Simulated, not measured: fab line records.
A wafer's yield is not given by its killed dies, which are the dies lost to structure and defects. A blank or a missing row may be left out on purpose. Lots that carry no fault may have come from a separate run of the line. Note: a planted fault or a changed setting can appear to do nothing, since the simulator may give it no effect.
Which tool did it? -- flow gf180mcu -- 7 lots (21 wafers sampled), 1 step of a 602-step route

== WHAT THE GAUGES READ, wafer by wafer ==
GF_MIM_THK_MEAS_06.
lot,measured,on,MIM_CVD_05_THK (nm)
L429,day 25 00:08,filmMetro-01,41.6 42.1 42.6
L431,day 25 10:07,filmMetro-03,40.5 41.7 41.8
L433,day 26 05:30,filmMetro-01,41.5 42.1 42.2
L438,day 28 05:13,filmMetro-01,41.2 41.7 42.2
L440,day 28 19:56,filmMetro-02,41.2 42.3 43.2
L442,day 29 03:53,filmMetro-02,40.8 41.5 41.4
L450,day 31 22:44,filmMetro-01,41.4 42.3 41.8

== WHAT TOOL EACH LOT RAN ON (gives the tool, then ch and the chambers of the sampled wafers, and finally the start) ==
Record: no process step prior to these readings.

== THE ANSWER, worked out from the rows above alone ==
Rule: what is usual is taken from the lots themselves. Put in order of their means at a reading, lots are off if they are a third of the lots or fewer, leave a main group of 4 or more, and stand apart from it by a gap of 3 or more times the standard deviation of the main group's means; of several such gaps the widest counts. A main group whose means are all the same, to the digits that the tables above print for the reading, isn't used. Also off: a lot with no number at a reading for which 4 or more lots have one. Where the step has rows for the other lots, those lots are counted as sound.
No lot is off on any of the readings shown, so nothing can be concluded from this.

== WHAT THE SIMULATOR HAD PUT IN ==
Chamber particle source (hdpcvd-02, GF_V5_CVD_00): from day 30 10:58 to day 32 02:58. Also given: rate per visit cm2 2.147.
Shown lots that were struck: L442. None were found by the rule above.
